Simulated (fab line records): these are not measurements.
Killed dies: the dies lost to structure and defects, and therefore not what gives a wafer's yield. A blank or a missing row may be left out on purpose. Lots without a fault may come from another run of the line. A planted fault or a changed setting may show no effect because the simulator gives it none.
Problem report, 8D (eight disciplines) form, completed by code || flow gf180mcu || the parts of the form that need people (team, actions taken, sign-off) are left out

1. WHAT IS WRONG
Across 6 wafers from 2 lots, STI_CVD_03_THK at GF_STI_THK_MEAS_04 averages 150.6 nm, while fault-free wafers read 205.7 nm with a standard deviation of 2.1. Measured from the usual mean, that is -26 standard deviations.
First seen on wafer L685.1, day 4 13:43, on film metro-03. Wafers with a number at this step in the record: 36, from 12 lots. Rule for "out" (also "out of limits"): further than 4 standard deviations from the usual mean. The rest of the wafers with a number are treated as sound.

2. WHAT IT IS, WHAT IT ISN'T
{"question": "which readings at this step", "is": "STI_CVD_03_THK", "is not": "-"}
{"question": "which lots", "is": "L685, L687", "is not": "L672, L674, L675, L677, L678, L680, L682, L688, L689, L694"}
{"question": "which wafers of those lots", "is": "all that have a number", "is not": "-"}
{"question": "read on which gauges", "is": "film metro-03, film metro-04", "is not": "film metro-01"}
{"question": "when", "is": "from day 4 13:43", "is not": "up to then (21 sound wafers); but 9 sound wafers of L688, L689, L694 came after"}

3. WHAT RULES OUT EACH SUSPECT
Counting: a tool at a process step up to the reading stays a suspect if it ran every lot that is out and no sound lot after the first of them.
- the gauge at GF_STI_THK_MEAS_04 has been ruled out. Those wafers that are out were read across 2 gauges (film metro-03, film metro-04).
- lpcvd-01 at GF_STI_CVD_03 (deposits Si3N4 from DCS/NH3, target thk 207.16 nm, time 3551 s): kept. It ran every lot that is out, first L685 (day 4 11:44), and no sound lot after that; its last sound lot up to then is L682 (day 3 18:34).
Remaining after the count: lpcvd-01 at GF_STI_CVD_03.

4. THE CAUSE (what the simulator had put in)
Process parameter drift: lpcvd-01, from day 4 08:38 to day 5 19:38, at GF_STI_CVD_03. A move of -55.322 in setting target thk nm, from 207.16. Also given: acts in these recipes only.
After counting, this tool was the only one left.

5. THE CHAIN OF EFFECTS, in route order
Each row: a reading whose mean over the struck wafers that have a number lies more than 3 standard deviations from the usual. Scope: only readings with a usual standard deviation given in the record; hours: median across lots of the time from each lot's start at the first step in this table that gives one to its start at this step; sigmas: change in usual standard deviations.
{"hours": 0, "step": "GF_STI_THK_MEAS_04", "reading": "STI_CVD_03_THK", "usual": "205.7 nm", "on struck wafers": 150.6, "change": -55.1, "sigmas": -26}
{"hours": 14, "step": "GF_STI_ETCH_13", "reading": "oes product au", "usual": "0.829 a.u.", "on struck wafers": 0.707, "change": -0.122, "sigmas": -18}
{"hours": 14, "step": "GF_STI_ETCH_13", "reading": "throttle valve pct", "usual": "8.811 %", "on struck wafers": 8.777, "change": -0.034, "sigmas": -3.8}
It contains these process steps:
- GF_STI_ETCH_13: etches the open film in CHF3/O2, stops on Si, target depth 282.31 nm, time 112.9 s.
Later steps that measure or inspect, where all struck wafers having a row at the step show a number for every such reading and not one has moved that far: GF_V1_THK_MEAS_25.

6. HOW IT WOULD HAVE BEEN CAUGHT EARLIER
5 hours passed between the start of the fault at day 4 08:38 and the first reading out of limits at a measuring or inspecting step in this record, taken at day 4 13:43.
Among the 2 lots that are out, L687 began GF_STI_CVD_03 on lpcvd-01 after day 4 13:43. It would have been spared by a hold on the tool at that moment.
